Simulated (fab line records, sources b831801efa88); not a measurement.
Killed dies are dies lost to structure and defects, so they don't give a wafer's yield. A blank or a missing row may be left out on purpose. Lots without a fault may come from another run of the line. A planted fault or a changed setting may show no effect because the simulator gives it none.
One fault seen from 2 desks | flow gf180mcu | each desk has only its own numbers; what lay behind them comes last

THE TOOL OWNER'S DESK: pecvd-04
The tool's own readings at GF_SAB_CVD_00 (deposits SiO2 from TEOS, target thk 50 nm, time 4.9302 s): means of the sampled wafers that have a number, for each lot that ran on this tool. A lot is out of limits, marked OUT, if its mean lies more than 4 standard deviations from the usual mean; the brackets give that distance.
Columns: A = heater_power_w at GF_SAB_CVD_00, usual 628 W; B = rf_fwd_power_W at GF_SAB_CVD_00, usual 587.5 W
lot  | first seen here | A   | B
L491 | day 14 13:50    | 616 | 588.8
L492 | day 14 21:50    | 639 | 585.7
L496 | day 16 06:37    | 693 | 590.8
L497 | day 16 16:02    | 740 | 588.1
L499 | day 17 09:55    | 614 | 584.9
L510 | day 21 11:22    | 723 | 588.6
L509 | day 21 14:29    | 698 | 587.4
L511 | day 21 16:29    | 654 | 588.5
This desk's finding: nothing out of limits on any of the 8 lots.

THE METROLOGY DESK
What the gauges read, lot by lot, whatever tool the lot ran on: means of the sampled wafers that have a number. A lot is out of limits, marked OUT, if its mean lies more than 4 standard deviations from the usual mean; the brackets give that distance.
Columns: A = HV_LDD_01_OVL at GF_HV_LDD_OVL_MEAS_20, usual 0.3 nm; B = PSD_OVL at GF_PSD_OVL_MEAS_08, usual -0.2 nm; C = SAB_CVD_00_THK at GF_SAB_THK_MEAS_01, usual 49.8 nm; D = CONTACT_CVD_00_THK at GF_CONTACT_THK_MEAS_01, usual 301 nm
lot  | first seen here | A    | B    | C              | D
L490 | day 10 18:50    | 1.4  | 0.5  | 49.2           | 293
L491 | day 11 02:10    | 0.1  | 0.1  | 49.4           | 301
L492 | day 11 08:31    | -1.5 | 1.2  | 49.7           | 299
L493 | day 11 19:02    | -0.1 | -1.2 | 50.0           | 300
L494 | day 12 02:27    | 0.7  | -1.1 | 49.8           | 303
L496 | day 12 13:31    | -0.9 | -0.1 | 49.7           | 301
L497 | day 12 20:52    | -1.3 | -0.8 | 65.4 (+21) OUT | 300
L499 | day 13 13:10    | 0.3  | 0.7  | 65.1 (+20) OUT | 304
L506 | day 16 07:06    | -0.4 | 0.6  | 50.1           | 300
L508 | day 16 19:15    | 2.3  | -0.3 | 49.9           | 297
L510 | day 17 04:39    | 0.4  | -0.9 | 50.4           | 304
L509 | day 17 05:44    | 0.1  | 0.9  | 50.4           | 297
L511 | day 17 11:22    | 0.9  | -0.7 | 50.1           | 304
L513 | day 18 07:51    | 1.2  | 0.4  | 49.6           | 301
This desk's finding: out of limits on L497, L499; first on L497, day 16 16:03 (SAB_CVD_00_THK at GF_SAB_THK_MEAS_01). In limits: L490, L491, L492, L493, L494, L496, L506, L508, L510, L509, L511, L513.

PUT TOGETHER
The metrology desk could have raised an alarm at day 16 16:03, on L497, L499.
The tool owner's desk saw nothing out of limits.
The tool owner's desk has L497, L499 on record, within its limits.
Of the lots named, all ran GF_SAB_CVD_00 on pecvd-04.

WHAT THE SIMULATOR HAD PUT IN
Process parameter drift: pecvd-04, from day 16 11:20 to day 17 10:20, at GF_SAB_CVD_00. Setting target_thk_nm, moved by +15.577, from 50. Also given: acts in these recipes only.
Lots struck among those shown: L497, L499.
Hours from the fault's start to each desk's first reading out of limits: the metrology desk, 5.
